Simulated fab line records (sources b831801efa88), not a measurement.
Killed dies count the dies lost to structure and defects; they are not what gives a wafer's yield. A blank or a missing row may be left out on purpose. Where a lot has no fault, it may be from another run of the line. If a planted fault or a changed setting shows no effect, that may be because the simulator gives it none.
Lot-split experiment :: flow sky130 :: route with 708 steps; 5 lots, 23 wafers read

== ABOUT THE SPLIT ==
At SKY_CONTACT_CVD_24 (deposits W, target thk 340 nm, time 102.12 s), the setting pressure_torr was moved away from the recipe's 40 Torr on 15 of the 23 wafers read, by -13.2% to +7.0%. For the rest of the wafers, this setting stayed at what the recipe calls for.

== FROM SPLIT TO READING: 1 step shown by the file between the two ==
- SKY_CONTACT_RS_MEAS_25: measures by four-point-probe

== THE READING ==
CONTACT_W_THK, in nm, at SKY_CONTACT_THK_MEAS_26 (measures by xrf). On this fab line, fault-free wafers typically give 336 nm with a standard deviation of 3.9 nm.

wafer: L074.1
tool, chamber at the split: cvd_w-01, 1
pressure_torr as run, Torr: 40
against the recipe: recipe
CONTACT_W_THK, nm: 339
against lot-mates on the recipe: -

wafer: L074.3
tool, chamber at the split: cvd_w-01, 1
pressure_torr as run, Torr: 40
against the recipe: recipe
CONTACT_W_THK, nm: 334
against lot-mates on the recipe: -

wafer: L074.4
tool, chamber at the split: cvd_w-01, 0
pressure_torr as run, Torr: 40
against the recipe: recipe
CONTACT_W_THK, nm: 340
against lot-mates on the recipe: -

wafer: L074.5
tool, chamber at the split: cvd_w-01, 1
pressure_torr as run, Torr: 40
against the recipe: recipe
CONTACT_W_THK, nm: 342
against lot-mates on the recipe: -

wafer: L074.6
tool, chamber at the split: cvd_w-01, 0
pressure_torr as run, Torr: 40
against the recipe: recipe
CONTACT_W_THK, nm: 339
against lot-mates on the recipe: -

wafer: L079.4
tool, chamber at the split: cvd_w-01, 0
pressure_torr as run, Torr: 40
against the recipe: recipe
CONTACT_W_THK, nm: 338
against lot-mates on the recipe: -

wafer: L079.5
tool, chamber at the split: cvd_w-01, 1
pressure_torr as run, Torr: 40
against the recipe: recipe
CONTACT_W_THK, nm: 331
against lot-mates on the recipe: -

wafer: L079.6
tool, chamber at the split: cvd_w-01, 0
pressure_torr as run, Torr: 40
against the recipe: recipe
CONTACT_W_THK, nm: 329
against lot-mates on the recipe: -

wafer: L082.1
tool, chamber at the split: cvd_w-02, 1
pressure_torr as run, Torr: 35.24
against the recipe: -11.9%
CONTACT_W_THK, nm: 320
against lot-mates on the recipe: no lot-mate on the recipe

wafer: L082.2
tool, chamber at the split: cvd_w-02, 0
pressure_torr as run, Torr: 35.24
against the recipe: -11.9%
CONTACT_W_THK, nm: 318
against lot-mates on the recipe: no lot-mate on the recipe

wafer: L082.4
tool, chamber at the split: cvd_w-02, 1
pressure_torr as run, Torr: 35.24
against the recipe: -11.9%
CONTACT_W_THK, nm: 315
against lot-mates on the recipe: no lot-mate on the recipe

wafer: L082.5
tool, chamber at the split: cvd_w-02, 1
pressure_torr as run, Torr: 35.24
against the recipe: -11.9%
CONTACT_W_THK, nm: 321
against lot-mates on the recipe: no lot-mate on the recipe

wafer: L082.6
tool, chamber at the split: cvd_w-02, 0
pressure_torr as run, Torr: 35.24
against the recipe: -11.9%
CONTACT_W_THK, nm: 317
against lot-mates on the recipe: no lot-mate on the recipe

wafer: L083.1
tool, chamber at the split: cvd_w-02, 1
pressure_torr as run, Torr: 34.7
against the recipe: -13.2%
CONTACT_W_THK, nm: 313
against lot-mates on the recipe: no lot-mate on the recipe

wafer: L083.2
tool, chamber at the split: cvd_w-02, 0
pressure_torr as run, Torr: 34.7
against the recipe: -13.2%
CONTACT_W_THK, nm: 314
against lot-mates on the recipe: no lot-mate on the recipe

wafer: L083.3
tool, chamber at the split: cvd_w-02, 1
pressure_torr as run, Torr: 34.7
against the recipe: -13.2%
CONTACT_W_THK, nm: 309
against lot-mates on the recipe: no lot-mate on the recipe

wafer: L083.4
tool, chamber at the split: cvd_w-02, 0
pressure_torr as run, Torr: 34.7
against the recipe: -13.2%
CONTACT_W_THK, nm: 311
against lot-mates on the recipe: no lot-mate on the recipe

wafer: L083.5
tool, chamber at the split: cvd_w-02, 0
pressure_torr as run, Torr: 34.7
against the recipe: -13.2%
CONTACT_W_THK, nm: 311
against lot-mates on the recipe: no lot-mate on the recipe

wafer: L084.1
tool, chamber at the split: cvd_w-02, 1
pressure_torr as run, Torr: 42.79
against the recipe: +7.0%
CONTACT_W_THK, nm: 347
against lot-mates on the recipe: no lot-mate on the recipe

wafer: L084.2
tool, chamber at the split: cvd_w-02, 0
pressure_torr as run, Torr: 42.79
against the recipe: +7.0%
CONTACT_W_THK, nm: 347
against lot-mates on the recipe: no lot-mate on the recipe

wafer: L084.3
tool, chamber at the split: cvd_w-02, 0
pressure_torr as run, Torr: 42.79
against the recipe: +7.0%
CONTACT_W_THK, nm: 349
against lot-mates on the recipe: no lot-mate on the recipe

wafer: L084.5
tool, chamber at the split: cvd_w-02, 0
pressure_torr as run, Torr: 42.79
against the recipe: +7.0%
CONTACT_W_THK, nm: 352
against lot-mates on the recipe: no lot-mate on the recipe

wafer: L084.6
tool, chamber at the split: cvd_w-02, 1
pressure_torr as run, Torr: 42.79
against the recipe: +7.0%
CONTACT_W_THK, nm: 348
against lot-mates on the recipe: no lot-mate on the recipe

FIT RESULTS
A straight line over all 23 wafers: CONTACT_W_THK changes by +1.73 nm for each +1% of pressure_torr; r = +0.97; the points scatter about the line by 3.5 nm.
Too few moved wafers have a lot-mate on the recipe to fit a line with each lot's own level taken away.

== THE WHOLE CHAIN: every reading that the file lists as answering this split, in the file's order ==
step: SKY_CONTACT_CVD_24
what it does: deposits W, target thk 340 nm, time 102.12 s
reading: W_of_CONTACT_CVD_24.thk_nm (the simulator's own value, which no gauge read)
change (the file's fit): +1.88 nm for each +1% of the setting
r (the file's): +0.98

step: SKY_CONTACT_RS_MEAS_25
what it does: measures by four-point-probe
reading: CONTACT_W_RS
change (the file's fit): -0.00199 for each +1% of the setting
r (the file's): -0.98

step: SKY_CONTACT_THK_MEAS_26
what it does: measures by xrf
reading: CONTACT_W_THK
change (the file's fit): +1.72 for each +1% of the setting
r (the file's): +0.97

== FILE'S OWN FIT ==
CONTACT_W_THK changes by +1.72 nm for each +1% of pressure_torr, r = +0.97.
